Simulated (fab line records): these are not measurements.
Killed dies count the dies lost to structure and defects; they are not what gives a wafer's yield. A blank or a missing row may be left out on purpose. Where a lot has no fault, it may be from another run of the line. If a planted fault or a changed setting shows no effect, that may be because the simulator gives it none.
Which tool did it? || flow gf180mcu || 12 lots, 36 wafers sampled, at 3 steps of a route of 602

## WHAT THE GAUGES SHOWED, per wafer
GF_TOP_METAL_RS_MEAS_05: measurement is done with a four-point probe. Usual: for TOP_METAL_ALCU_RS the level is 0.0328 ohm/sq and the standard deviation is 0.00034.
{"lot": "L762", "measured": "day 27 12:20", "on": "film-metro-04", "TOP_METAL_ALCU_RS (ohm/sq)": "0.0326 0.0325 0.0324", "flag": ""}
{"lot": "L763", "measured": "day 27 12:41", "on": "film-metro-02", "TOP_METAL_ALCU_RS (ohm/sq)": "0.0321 0.0325 0.0326", "flag": ""}
{"lot": "L764", "measured": "day 27 21:01", "on": "film-metro-03", "TOP_METAL_ALCU_RS (ohm/sq)": "0.0326 0.0325 0.0327", "flag": ""}
{"lot": "L765", "measured": "day 28 04:52", "on": "film-metro-04", "TOP_METAL_ALCU_RS (ohm/sq)": "0.0328 0.0329 0.0325", "flag": ""}
{"lot": "L766", "measured": "day 28 13:06", "on": "film-metro-03", "TOP_METAL_ALCU_RS (ohm/sq)": "0.0328 0.0331 0.0328", "flag": ""}
{"lot": "L767", "measured": "day 29 08:53", "on": "film-metro-02", "TOP_METAL_ALCU_RS (ohm/sq)": "0.0331 0.0333 0.0329", "flag": ""}
{"lot": "L769", "measured": "day 29 15:44", "on": "film-metro-03", "TOP_METAL_ALCU_RS (ohm/sq)": "0.0325 0.0327 0.0325", "flag": ""}
{"lot": "L771", "measured": "day 30 08:50", "on": "film-metro-03", "TOP_METAL_ALCU_RS (ohm/sq)": "0.0329 0.0329 0.0327", "flag": ""}
{"lot": "L772", "measured": "day 30 14:14", "on": "film-metro-03", "TOP_METAL_ALCU_RS (ohm/sq)": "0.0326 0.0325 0.0327", "flag": ""}
{"lot": "L773", "measured": "day 30 21:26", "on": "film-metro-03", "TOP_METAL_ALCU_RS (ohm/sq)": "0.0334 0.0336 0.0333", "flag": ""}
{"lot": "L783", "measured": "day 33 07:01", "on": "film-metro-04", "TOP_METAL_ALCU_RS (ohm/sq)": "0.0330 0.0328 0.0327", "flag": ""}
{"lot": "L784", "measured": "day 33 15:52", "on": "film-metro-03", "TOP_METAL_ALCU_RS (ohm/sq)": "0.0327 0.0330 0.0330", "flag": ""}

GF_TOP_METAL_THK_MEAS_06: measures by xrf. Usual: for TOP_METAL_ALCU_THK the level is 902 nm and the standard deviation is 9.8.
{"lot": "L762", "measured": "day 27 12:26", "on": "film-metro-04", "TOP_METAL_ALCU_THK (nm)": "901 910 906", "flag": ""}
{"lot": "L763", "measured": "day 27 12:48", "on": "film-metro-02", "TOP_METAL_ALCU_THK (nm)": "911 903 903", "flag": ""}
{"lot": "L764", "measured": "day 27 21:08", "on": "film-metro-03", "TOP_METAL_ALCU_THK (nm)": "916 910 903", "flag": ""}
{"lot": "L765", "measured": "day 28 04:58", "on": "film-metro-04", "TOP_METAL_ALCU_THK (nm)": "897 896 902", "flag": ""}
{"lot": "L766", "measured": "day 28 13:13", "on": "film-metro-03", "TOP_METAL_ALCU_THK (nm)": "903 890 906", "flag": ""}
{"lot": "L767", "measured": "day 29 08:59", "on": "film-metro-02", "TOP_METAL_ALCU_THK (nm)": "889 880 891", "flag": ""}
{"lot": "L769", "measured": "day 29 15:50", "on": "film-metro-03", "TOP_METAL_ALCU_THK (nm)": "909 900 908", "flag": ""}
{"lot": "L771", "measured": "day 30 08:57", "on": "film-metro-03", "TOP_METAL_ALCU_THK (nm)": "908 903 907", "flag": ""}
{"lot": "L772", "measured": "day 30 14:20", "on": "film-metro-03", "TOP_METAL_ALCU_THK (nm)": "907 921 912", "flag": ""}
{"lot": "L773", "measured": "day 30 21:33", "on": "film-metro-03", "TOP_METAL_ALCU_THK (nm)": "892 884 893", "flag": ""}
{"lot": "L783", "measured": "day 33 07:07", "on": "film-metro-04", "TOP_METAL_ALCU_THK (nm)": "895 904 901", "flag": ""}
{"lot": "L784", "measured": "day 33 15:59", "on": "film-metro-03", "TOP_METAL_ALCU_THK (nm)": "899 895 890", "flag": ""}

## EACH LOT AND THE TOOL THAT RAN IT (in order: tool; ch and the chambers of the sampled wafers; start)
{"lot": "L762", "GF_TOP_METAL_SPUTTER_01": "pvd-sputter-03, day 27 12:11"}
{"lot": "L763", "GF_TOP_METAL_SPUTTER_01": "pvd-sputter-01, day 27 12:33"}
{"lot": "L764", "GF_TOP_METAL_SPUTTER_01": "pvd-sputter-01, day 27 20:53"}
{"lot": "L765", "GF_TOP_METAL_SPUTTER_01": "pvd-sputter-04, day 28 04:42"}
{"lot": "L766", "GF_TOP_METAL_SPUTTER_01": "pvd-sputter-01, day 28 12:58"}
{"lot": "L767", "GF_TOP_METAL_SPUTTER_01": "pvd-sputter-04, day 29 08:44"}
{"lot": "L769", "GF_TOP_METAL_SPUTTER_01": "pvd-sputter-04, day 29 15:34"}
{"lot": "L771", "GF_TOP_METAL_SPUTTER_01": "pvd-sputter-04, day 30 08:42"}
{"lot": "L772", "GF_TOP_METAL_SPUTTER_01": "pvd-sputter-01, day 30 14:04"}
{"lot": "L773", "GF_TOP_METAL_SPUTTER_01": "pvd-sputter-04, day 30 21:19"}
{"lot": "L783", "GF_TOP_METAL_SPUTTER_01": "pvd-sputter-04, day 33 06:52"}
{"lot": "L784", "GF_TOP_METAL_SPUTTER_01": "pvd-sputter-03, day 33 15:44"}
- GF_TOP_METAL_SPUTTER_01: material TiN, target thk 30 nm, time 25 s.

## AS READ BY THE TOOLS THEMSELVES (means over the sampled wafers that have a number; for cases with no such wafer, the mark the record gives instead)
GF_TOP_METAL_SPUTTER_01. Usual: throttle-valve-pct 30.8 %, standard deviation 0.78.
{"lot": "L762", "tool": "pvd-sputter-03", "throttle-valve-pct (%)": 29.7, "flag": ""}
{"lot": "L763", "tool": "pvd-sputter-01", "throttle-valve-pct (%)": 30.8, "flag": ""}
{"lot": "L764", "tool": "pvd-sputter-01", "throttle-valve-pct (%)": 30.6, "flag": ""}
{"lot": "L765", "tool": "pvd-sputter-04", "throttle-valve-pct (%)": 30.8, "flag": ""}
{"lot": "L766", "tool": "pvd-sputter-01", "throttle-valve-pct (%)": 31.4, "flag": ""}
{"lot": "L767", "tool": "pvd-sputter-04", "throttle-valve-pct (%)": 30.7, "flag": ""}
{"lot": "L769", "tool": "pvd-sputter-04", "throttle-valve-pct (%)": 30.9, "flag": ""}
{"lot": "L771", "tool": "pvd-sputter-04", "throttle-valve-pct (%)": 30.8, "flag": ""}
{"lot": "L772", "tool": "pvd-sputter-01", "throttle-valve-pct (%)": 31.2, "flag": ""}
{"lot": "L773", "tool": "pvd-sputter-04", "throttle-valve-pct (%)": 30.9, "flag": ""}
{"lot": "L783", "tool": "pvd-sputter-04", "throttle-valve-pct (%)": 30.9, "flag": ""}
{"lot": "L784", "tool": "pvd-sputter-03", "throttle-valve-pct (%)": 30.6, "flag": ""}

## THE ANSWER, worked out from the rows above alone
Rule: a lot counts as off when the mean over its wafers that have a number is more than 3 standard deviations away from the usual mean. A lot without any number at a reading at which 4 lots or more have one is off too. Any other lot the step has rows for is counted as sound. Order of review: gauges by route order, followed by the tools' own readings, for which a lot's mean as printed above is used. The first step at which some lot is off is used, and at that step the reading that is off furthest; a lot without a number counts as furthest.
None of the lots is off at any reading shown; this tells nothing.

## WHAT HAD BEEN PUT IN BY THE SIMULATOR
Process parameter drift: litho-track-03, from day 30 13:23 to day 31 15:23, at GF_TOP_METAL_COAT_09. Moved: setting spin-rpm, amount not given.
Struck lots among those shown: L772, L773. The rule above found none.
